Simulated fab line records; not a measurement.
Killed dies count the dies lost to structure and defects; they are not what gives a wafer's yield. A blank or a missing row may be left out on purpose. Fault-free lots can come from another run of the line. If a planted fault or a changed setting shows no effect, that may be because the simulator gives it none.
Which tool did it? / flow gf180mcu / 21 wafers from 7 lots sampled at 2 of the route's 602 steps

== WHAT THE GAUGES READ, wafer by wafer ==
GF_DNWELL_TW_MEAS_09.
lot=L189; measured=day 3 07:53; on=film_metro-01; DNWELL_TW=1348 1333 1338
lot=L193; measured=day 4 03:49; on=film_metro-01; DNWELL_TW=30 30 30
lot=L195; measured=day 4 13:48; on=film_metro-02; DNWELL_TW=31 31 31
lot=L203; measured=day 6 08:04; on=film_metro-02; DNWELL_TW=1368 1359 1367
lot=L205; measured=day 6 18:50; on=film_metro-04; DNWELL_TW=1347 1347 1352
lot=L207; measured=day 7 06:22; on=film_metro-01; DNWELL_TW=1342 1343 1341
lot=L209; measured=day 7 16:31; on=film_metro-02; DNWELL_TW=1365 1363 1363

== WHICH TOOL RAN EACH LOT (tool, then ch and the chambers of the sampled wafers, then the start) ==
lot=L189; GF_DNWELL_EXPOSE_04=iline_stepper-02 ch 0, day 3 01:22
lot=L193; GF_DNWELL_EXPOSE_04=iline_stepper-02, day 3 20:41
lot=L195; GF_DNWELL_EXPOSE_04=iline_stepper-01, day 4 06:55
lot=L203; GF_DNWELL_EXPOSE_04=iline_stepper-01 ch 0, day 6 00:19
lot=L205; GF_DNWELL_EXPOSE_04=iline_stepper-02 ch 0, day 6 11:11
lot=L207; GF_DNWELL_EXPOSE_04=iline_stepper-02 ch 0, day 6 22:26
lot=L209; GF_DNWELL_EXPOSE_04=iline_stepper-01 ch 0, day 7 08:20
- GF_DNWELL_EXPOSE_04: exposes mask DNWELL, target cd 1700 nm.

== THE ANSWER, worked out from the rows above alone ==
Rule: the usual values come from the lots themselves. Put in order of their means at a reading, lots are off if they are a third of the lots or fewer, leave a main group of 4 or more, and stand apart from it by a gap of 3 or more times the standard deviation of the main group's means; of several such gaps the widest counts. The tables above print the reading to a certain number of digits; a main group whose means all agree to those digits is not used. A lot without any number at a reading at which 4 lots or more have one is off too. The other lots that the step has rows for count as sound.
Off: L193, L195, seen at GF_DNWELL_TW_MEAS_09 (DNWELL_TW). For the main group the mean is 1352 and the standard deviation 11.
If a tool, at a process step before that reading, ran all the lots that are off and no sound lot after the first of them, it fits. Gauges at GF_DNWELL_TW_MEAS_09: tried the same way as those tools. No candidate that was tried fits.

== WHAT THE SIMULATOR PUT IN ==
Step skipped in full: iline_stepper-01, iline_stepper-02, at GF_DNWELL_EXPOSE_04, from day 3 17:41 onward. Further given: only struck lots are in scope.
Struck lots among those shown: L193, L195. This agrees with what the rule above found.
